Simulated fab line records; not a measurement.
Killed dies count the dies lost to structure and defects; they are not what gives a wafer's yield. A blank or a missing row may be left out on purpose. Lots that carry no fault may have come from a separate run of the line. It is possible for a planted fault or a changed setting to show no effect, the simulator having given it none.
What tool caused it? + flow gf180mcu + 12 lots with 36 wafers sampled at 5 steps, on a route of 602 steps

== WHAT THE GAUGES SHOWED, per wafer ==
GF_V4_THK_MEAS_25: measures by xrf.
| lot  | measured     | on            | V4_W_THK (nm) |
|------|--------------|---------------|---------------|
| L974 | day 25 08:22 | film metro-04 | 361 349 361   |
| L975 | day 25 11:39 | film metro-01 | 363 366 355   |
| L976 | day 25 17:35 | film metro-02 | 355 356 361   |
| L985 | day 28 19:23 | film metro-04 | 359 360 349   |
| L986 | day 29 01:18 | film metro-02 | 360 351 358   |
| L987 | day 29 07:47 | film metro-04 | 347 353 346   |
| L988 | day 29 14:01 | film metro-02 | 360 354 353   |
| L990 | day 30 03:16 | film metro-04 | 358 358 357   |
| L991 | day 30 11:31 | film metro-01 | 363 346 367   |
| L992 | day 30 18:10 | film metro-04 | 350 352 352   |
| L994 | day 31 02:11 | film metro-01 | 347 346 361   |
| L995 | day 31 09:43 | film metro-02 | 353 360 357   |

GF_PASSIVATION_BOW_MEAS_14.
| lot  | measured     | on            | PASSIVATION_BOW (um) |
|------|--------------|---------------|----------------------|
| L974 | day 29 22:37 | film metro-04 | 129 121 130          |
| L975 | day 30 00:07 | film metro-02 | 203 207 197          |
| L976 | day 30 02:57 | film metro-02 | 221 231 221          |
| L985 | day 32 20:07 | film metro-01 | 127 124 129          |
| L986 | day 33 00:13 | film metro-01 | 138 124 141          |
| L987 | day 33 07:16 | film metro-04 | 149 140 135          |
| L988 | day 33 11:35 | film metro-04 | 128 134 120          |
| L990 | day 33 22:17 | film metro-01 | 130 133 142          |
| L991 | day 34 04:57 | film metro-04 | 150 142 150          |
| L992 | day 34 10:41 | film metro-02 | 124 128 132          |
| L994 | day 34 18:08 | film metro-02 | 133 138 130          |
| L995 | day 35 00:02 | film metro-01 | 123 127 131          |

== EACH LOT AND THE TOOL THAT RAN IT (in order: tool; ch and the chambers of the sampled wafers; start) ==
| lot  | GF_MIM_SPUTTER_02            | GF_MIM_SPUTTER_03            | GF_PASSIVATION_ANNEAL_13      |
|------|------------------------------|------------------------------|-------------------------------|
| L974 | pvd sputter-03, day 25 09:05 | pvd sputter-03, day 25 09:07 | furnace-01 ch 0, day 29 21:07 |
| L975 | pvd sputter-03, day 25 12:08 | pvd sputter-03, day 25 12:10 | furnace-01, day 29 22:37      |
| L976 | pvd sputter-01, day 25 18:04 | pvd sputter-01, day 25 18:06 | furnace-01, day 30 01:23      |
| L985 | pvd sputter-01, day 28 19:52 | pvd sputter-01, day 28 19:54 | furnace-01 ch 0, day 32 18:37 |
| L986 | pvd sputter-01, day 29 01:47 | pvd sputter-01, day 29 01:49 | furnace-01 ch 0, day 32 22:43 |
| L987 | pvd sputter-04, day 29 08:17 | pvd sputter-04, day 29 08:19 | furnace-02 ch 0, day 33 05:46 |
| L988 | pvd sputter-03, day 29 14:30 | pvd sputter-03, day 29 14:32 | furnace-01 ch 0, day 33 10:04 |
| L990 | pvd sputter-01, day 30 03:44 | pvd sputter-01, day 30 03:46 | furnace-01 ch 0, day 33 20:46 |
| L991 | pvd sputter-01, day 30 11:59 | pvd sputter-01, day 30 12:01 | furnace-02 ch 0, day 34 03:25 |
| L992 | pvd sputter-03, day 30 18:38 | pvd sputter-03, day 30 18:40 | furnace-01 ch 0, day 34 09:08 |
| L994 | pvd sputter-01, day 31 02:41 | pvd sputter-01, day 31 02:42 | furnace-01 ch 0, day 34 16:37 |
| L995 | pvd sputter-04, day 31 10:12 | pvd sputter-04, day 31 10:14 | furnace-02 ch 0, day 34 22:31 |
- GF_MIM_SPUTTER_02: material AlCu, target thk 450 nm, time 23.9 s.
- GF_MIM_SPUTTER_03: material Ti, target thk 10 nm, time 6.7 s.
- GF_PASSIVATION_ANNEAL_13: time 1800 s.

== WHAT THE TOOLS THEMSELVES READ (means of the sampled wafers that have a number; where no wafer has one, the mark that the record gives instead) ==
GF_MIM_SPUTTER_02.
| lot  | tool           | throttle valve pct (%) |
|------|----------------|------------------------|
| L974 | pvd sputter-03 | 29.4                   |
| L975 | pvd sputter-03 | 29.3                   |
| L976 | pvd sputter-01 | 30.0                   |
| L985 | pvd sputter-01 | 29.6                   |
| L986 | pvd sputter-01 | 30.0                   |
| L987 | pvd sputter-04 | 29.7                   |
| L988 | pvd sputter-03 | 29.9                   |
| L990 | pvd sputter-01 | 29.7                   |
| L991 | pvd sputter-01 | 29.3                   |
| L992 | pvd sputter-03 | 29.7                   |
| L994 | pvd sputter-01 | 30.1                   |
| L995 | pvd sputter-04 | 30.0                   |

GF_MIM_SPUTTER_03.
| lot  | tool           | throttle valve pct (%) |
|------|----------------|------------------------|
| L974 | pvd sputter-03 | 29.3                   |
| L975 | pvd sputter-03 | 29.5                   |
| L976 | pvd sputter-01 | 30.0                   |
| L985 | pvd sputter-01 | 29.5                   |
| L986 | pvd sputter-01 | 30.0                   |
| L987 | pvd sputter-04 | 29.7                   |
| L988 | pvd sputter-03 | 29.8                   |
| L990 | pvd sputter-01 | 29.6                   |
| L991 | pvd sputter-01 | 29.5                   |
| L992 | pvd sputter-03 | 29.7                   |
| L994 | pvd sputter-01 | 30.1                   |
| L995 | pvd sputter-04 | 30.2                   |

GF_PASSIVATION_ANNEAL_13.
| lot  | tool       | ramp down c per min | ramp up c per min | zone power upper pct (%) |
|------|------------|---------------------|-------------------|--------------------------|
| L974 | furnace-01 | 3.0001              | 9.9996            | 4.07                     |
| L975 | furnace-01 | -                   | -                 | -                        |
| L976 | furnace-01 | -                   | -                 | -                        |
| L985 | furnace-01 | 2.9994              | 9.9988            | 4.04                     |
| L986 | furnace-01 | 2.9998              | 10.0023           | 4.01                     |
| L987 | furnace-02 | 2.9998              | 10.0010           | 4.01                     |
| L988 | furnace-01 | 2.9996              | 10.0003           | 4.05                     |
| L990 | furnace-01 | 3.0001              | 10.0003           | 4.04                     |
| L991 | furnace-02 | 3.0003              | 9.9985            | 4.02                     |
| L992 | furnace-01 | 3.0001              | 9.9999            | 4.02                     |
| L994 | furnace-01 | 3.0005              | 10.0013           | 4.03                     |
| L995 | furnace-02 | 3.0005              | 10.0002           | 3.97                     |

== THE ANSWER, worked out from the rows above alone ==
Rule: usual is defined by the lots themselves. Put in order of their means at a reading, lots are off if they are a third of the lots or fewer, leave a main group of 4 or more, and stand apart from it by a gap of 3 or more times the standard deviation of the main group's means; of several such gaps the widest counts. A main group whose means are all the same, to the digits that the tables above print for the reading, isn't used. A lot without any number at a reading at which 4 lots or more have one is off too. Any other lot the step has rows for is counted as sound. The gauges are gone through in route order, then the tools' own readings, and for those a lot's mean is taken as printed above. The first step at which some lot is off is used, and at that step the reading that is off furthest; a lot without a number counts as furthest.
Off: at GF_PASSIVATION_BOW_MEAS_14 (PASSIVATION_BOW), L975, L976. The main group has a mean of 133 um with a standard deviation of 6.7.
A tool fits if, at a process step before that reading, it ran every lot that is off, and no sound lot after the first of them. The gauges at GF_PASSIVATION_BOW_MEAS_14 aren't tried: what is off there is off at GF_PASSIVATION_ANNEAL_13 too, on other tools, and a gauge's error can't cause that. Of those tried, none fits.

== WHAT THE SIMULATOR PUT IN ==
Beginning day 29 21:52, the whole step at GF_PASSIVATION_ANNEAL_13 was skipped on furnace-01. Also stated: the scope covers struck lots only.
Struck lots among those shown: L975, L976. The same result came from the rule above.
